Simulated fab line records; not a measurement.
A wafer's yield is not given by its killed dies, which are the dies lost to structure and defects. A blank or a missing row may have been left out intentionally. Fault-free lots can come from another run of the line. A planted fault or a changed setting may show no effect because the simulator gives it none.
A struck lot beside a sound one    flow gf180mcu    14 out of 602 route steps
Sound: wafers L671.2, L671.3, L671.5. Wafers L664.1, L664.2, L664.5 were the ones struck. At the end, the cause is stated.
For every step that has rows: the tool of each side, followed by ch and its chambers, followed by its first start. Under that, the readings that differ: sound wafers    struck wafers    difference of the means    sigmas: that difference in standard deviations of wafers without a fault.
alike: readings with means less than 2 such deviations apart, plus words and numbers identical on both sides. not compared: withheld readings, readings lacking a value on some wafer, bounds such as >300 that could conceal the same value, and numbers that have no deviation in the record and whose values overlap.
Wherever a step has rows on one side only, a row that says differs or no value, or a row with sigmas, the two part there. Numbers that have no deviation but don't overlap get no sigmas and don't part them. A reading that every wafer of one side lacks parts them only if that side has two wafers or more.

GF_V5_THK_MEAS_01:
  sound: film metro-01 at day 30 20:21; struck: film metro-01 at day 28 12:23
  alike: V5_CVD_00_THK
GF_V5_CVD_02: deposits SiO2 from TEOS, target thk 1450 nm, time 163.28 s.
  sound on pecvd-04 ch 0,1, day 30 20:24; struck on pecvd-02 ch 1,2, day 28 12:26
  alike: heater power w
  not compared: since wet clean h
GF_V5_THK_MEAS_03:
  sound: film metro-03 at day 30 20:31; struck: film metro-03 at day 28 12:32
  alike: V5_CVD_02_THK
GF_V5_CMP_04: polishes SiO2.
  sound on cmp-02 ch 0,2,3, day 30 20:37; struck on cmp-02 ch 1,2, day 28 12:53
  alike: motor current A
GF_V5_BOW_MEAS_05:
  sound: film metro-03 at day 30 20:53; struck: film metro-01 at day 28 13:11
  alike: V5_BOW
then, 7 steps without rows for these wafers: GF_V5_DEHYDRATE_06 (time 60 s); GF_V5_HMDS_07 (prime time 60 s); GF_V5_COAT_08; GF_V5_COAT_09 (resist thk 1000 nm); GF_V5_SOFTBAKE_10 (time 60 s); GF_V5_EXPOSE_11 (exposes mask Via5, target cd 260 nm); GF_V5_PEB_12 (peb time 90 s).
GF_V5_DEVELOP_13: develop time 60 s.
  struck on litho track-03, day 29 08:07; sound on litho track-03 ch 0, day 31 14:27
  no value came back on the struck wafers for chill plate temp C (C), develop time s (s); on the sound wafers chill plate temp C (C) reads 22.94 23.10 22.89
reading                              sound              struck         difference  sigmas
model.KrF_of_V5_COAT_09.thk nm (nm)  988.4 989.8 987.6  996.9 997 997  +8.4        
GF_V5_CD_MEAS_14: the cd target is 260 nm.
  sound: cd sem-02 at day 31 14:36; struck: cd sem-01 at day 29 08:16
reading     sound              struck  difference                     sigmas
cd nm (nm)  261.3 259.7 261.0  - - -   no value on the struck wafers  

WHERE THEY PART
First at GF_V5_DEVELOP_13; last, within this record, at GF_V5_CD_MEAS_14.

WHY: what the simulator had put in
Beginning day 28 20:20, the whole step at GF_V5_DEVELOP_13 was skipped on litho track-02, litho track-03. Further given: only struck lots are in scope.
